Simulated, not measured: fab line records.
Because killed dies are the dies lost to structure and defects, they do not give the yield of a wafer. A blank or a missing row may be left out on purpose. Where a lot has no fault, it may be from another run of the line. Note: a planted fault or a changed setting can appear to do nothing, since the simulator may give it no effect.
Which tool is to blame? -- flow gf180mcu -- 39 wafers from 13 lots sampled at 2 of the route's 602 steps

WHAT THE GAUGES SHOWED, per wafer
GF_V4_OVL_MEAS_15.
lot,measured,on,V4_OVL (nm)
L754,day 24 14:45,overlay-02,2 -6 0
L755,day 24 23:54,overlay-02,7 -8 1
L756,day 25 11:41,overlay-02,-4 -3 3
L757,day 25 22:29,overlay-02,-1 -6 5
L758,day 26 08:55,overlay-01,13 6 4
L760,day 27 01:01,overlay-02,5 -5 4
L763,day 27 22:44,overlay-01,10 -1 1
L764,day 28 02:20,overlay-01,2 3 3
L767,day 29 02:04,overlay-02,-2 -4 2
L770,day 29 17:29,overlay-01,-13 -6 -5
L773,day 30 14:43,overlay-02,4 5 2
L775,day 31 07:01,overlay-01,7 6 5
L776,day 31 09:56,overlay-02,2 -3 -10

EACH LOT AND THE TOOL THAT RAN IT (in order: tool; ch and the chambers of the sampled wafers; start)
lot,GF_M4_SOFTBAKE_10
L754,"litho-track-03 ch 0, day 23 03:40"
L755,"litho-track-03 ch 0, day 23 12:55"
L756,"litho-track-04 ch 0, day 24 02:54"
L757,"litho-track-03 ch 0, day 24 12:53"
L758,"litho-track-03 ch 0, day 24 23:56"
L760,"litho-track-04 ch 0, day 25 16:09"
L763,"litho-track-04 ch 0, day 26 15:16"
L764,"litho-track-04 ch 0, day 26 19:33"
L767,"litho-track-03 ch 0, day 27 19:07"
L770,"litho-track-03 ch 0, day 28 11:56"
L773,"litho-track-02 ch 0, day 29 09:05"
L775,"litho-track-02 ch 0, day 30 01:50"
L776,"litho-track-02 ch 0, day 30 05:10"
- GF_M4_SOFTBAKE_10: time 60 s.

WHAT THE TOOLS THEMSELVES READ (means of the sampled wafers that have a number; where no wafer has one, the mark that the record gives instead)
GF_M4_SOFTBAKE_10.
lot,tool,heater-power-total-W (W),run-length-s (s)
L754,litho-track-03,92.97,89.01
L755,litho-track-03,93.10,89.00
L756,litho-track-04,93.07,89.43
L757,litho-track-03,93.04,89.06
L758,litho-track-03,93.09,88.95
L760,litho-track-04,93.07,89.39
L763,litho-track-04,93.05,89.34
L764,litho-track-04,93.10,89.40
L767,litho-track-03,92.98,89.08
L770,litho-track-03,92.98,94.30
L773,litho-track-02,93.02,89.35
L775,litho-track-02,92.99,89.39
L776,litho-track-02,93.04,89.32

THE ANSWER, worked out from the rows above alone
Rule: usual is defined by the lots themselves. The widest of any qualifying gaps counts: lots, ordered by their means at a reading, are off when they make up no more than a third of the lots, leave a main group of 4 or more, and stand apart from it by 3 or more times the standard deviation of that group's means. If all means in a main group match to the digits the tables above print for the reading, that group is not used. A lot without any number at a reading at which 4 lots or more have one is off too. All remaining lots with rows at the step are treated as sound. First the gauges in route order, then the tools' own readings, where a lot's mean is used as printed above. At the first step where some lot is off, the reading lying furthest off is the one used; lots without a number count as furthest.
Off, at GF_M4_SOFTBAKE_10 on run-length-s: L770. Main group: mean 89.23 s, sd 0.18.
If a tool, at that step or one of the process steps before it, ran each lot that is off and ran no sound lot following the first of them, it fits. One fits: litho-track-03 at GF_M4_SOFTBAKE_10. A fault onset in the window from L767 (day 27 19:07, its last sound lot) to L770 (day 28 11:56, its first lot off) fits.
On the lots that are off, the tool's own readings at GF_M4_SOFTBAKE_10 differ by more than 5 times the standard deviation of the sound lots' means, which bears it out; run-length-s reads 94.30 s there versus 89.23 s on the sound lots.

WHAT THE SIMULATOR HAD INSERTED
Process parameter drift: litho-track-03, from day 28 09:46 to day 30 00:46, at GF_M4_SOFTBAKE_10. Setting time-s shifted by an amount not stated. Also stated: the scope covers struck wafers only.
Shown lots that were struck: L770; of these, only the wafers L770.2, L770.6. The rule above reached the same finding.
